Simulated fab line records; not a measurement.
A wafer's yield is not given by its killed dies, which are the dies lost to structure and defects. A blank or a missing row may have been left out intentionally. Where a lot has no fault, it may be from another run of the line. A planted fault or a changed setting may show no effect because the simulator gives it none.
Chamber matching / flow gf180mcu / GF_CONTACT_CMP_04 on cmp-02 has 4 sister chambers
The step polishes SiO2. 18 wafers are shown with their chamber, then 8 later ones without.

## WAFERS PAIRED WITH THEIR CHAMBERS
wafer=L194.1; chamber=0; motor-current-A (A)=11.8; time-to-endpoint-s (s)=105
wafer=L194.3; chamber=1; motor-current-A (A)=13.2; time-to-endpoint-s (s)=114
wafer=L194.6; chamber=1; motor-current-A (A)=12.7; time-to-endpoint-s (s)=124
wafer=L195.2; chamber=3; motor-current-A (A)=10.7; time-to-endpoint-s (s)=99
wafer=L195.4; chamber=2; motor-current-A (A)=14.7; time-to-endpoint-s (s)=116
wafer=L195.5; chamber=3; motor-current-A (A)=10.9; time-to-endpoint-s (s)=109
wafer=L196.1; chamber=3; motor-current-A (A)=10.9; time-to-endpoint-s (s)=107
wafer=L196.3; chamber=1; motor-current-A (A)=13.5; time-to-endpoint-s (s)=108
wafer=L196.5; chamber=2; motor-current-A (A)=14.7; time-to-endpoint-s (s)=119
wafer=L198.1; chamber=2; motor-current-A (A)=15.3; time-to-endpoint-s (s)=109
wafer=L198.3; chamber=1; motor-current-A (A)=13.0; time-to-endpoint-s (s)=104
wafer=L198.5; chamber=3; motor-current-A (A)=10.7; time-to-endpoint-s (s)=104
wafer=L199.3; chamber=0; motor-current-A (A)=12.3; time-to-endpoint-s (s)=108
wafer=L199.5; chamber=3; motor-current-A (A)=10.2; time-to-endpoint-s (s)=104
wafer=L199.6; chamber=0; motor-current-A (A)=12.6; time-to-endpoint-s (s)=116
wafer=L201.1; chamber=3; motor-current-A (A)=10.9; time-to-endpoint-s (s)=103
wafer=L201.3; chamber=0; motor-current-A (A)=11.9; time-to-endpoint-s (s)=110
wafer=L201.5; chamber=3; motor-current-A (A)=11.0; time-to-endpoint-s (s)=106

SIGNATURES, as means of the wafers listed above
reading=motor-current-A; chamber 0=12.150; chamber 1=13.100; chamber 2=14.900; chamber 3=10.757; scatter within a chamber=0.319
reading=time-to-endpoint-s; chamber 0=109.75; chamber 1=112.50; chamber 2=114.67; chamber 3=104.57; scatter within a chamber=5.39
Rule: for a wafer and a chamber, the distance is found by dividing, reading by reading, the gap between the wafer's reading and the chamber's mean by the reading's scatter, squaring, summing and taking the root. The wafer belongs to the nearest chamber; if the next one is less than 2 further off, it can't be placed. The scatter: the root of (the sum of the squares of (reading less its chamber's mean) over the shown wafers, divided by (wafers less chambers)).

## WAFERS MISSING THEIR CHAMBER
wafer=L204.2; motor-current-A (A)=13.5; time-to-endpoint-s (s)=105
wafer=L204.5; motor-current-A (A)=15.5; time-to-endpoint-s (s)=122
wafer=L214.1; motor-current-A (A)=13.6; time-to-endpoint-s (s)=113
wafer=L214.5; motor-current-A (A)=10.8; time-to-endpoint-s (s)=111
wafer=L214.6; motor-current-A (A)=11.9; time-to-endpoint-s (s)=111
wafer=L217.1; motor-current-A (A)=14.7; time-to-endpoint-s (s)=110
wafer=L217.2; motor-current-A (A)=13.0; time-to-endpoint-s (s)=111
wafer=L217.6; motor-current-A (A)=13.9; time-to-endpoint-s (s)=115

## CHAMBER TAKEN BY EACH
wafer=L204.2; from the rows above=1; in truth=1
wafer=L204.5; from the rows above=2; in truth=2
wafer=L214.1; from the rows above=1; in truth=1
wafer=L214.5; from the rows above=3; in truth=3
wafer=L214.6; from the rows above=0; in truth=0
wafer=L217.1; from the rows above=2; in truth=2
wafer=L217.2; from the rows above=1; in truth=1
wafer=L217.6; from the rows above=can't be placed: 1 or 2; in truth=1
7 of 8 placed correctly. These rows do not allow placing 1 (true chamber among the candidates in 1). Wrongly placed: 0.
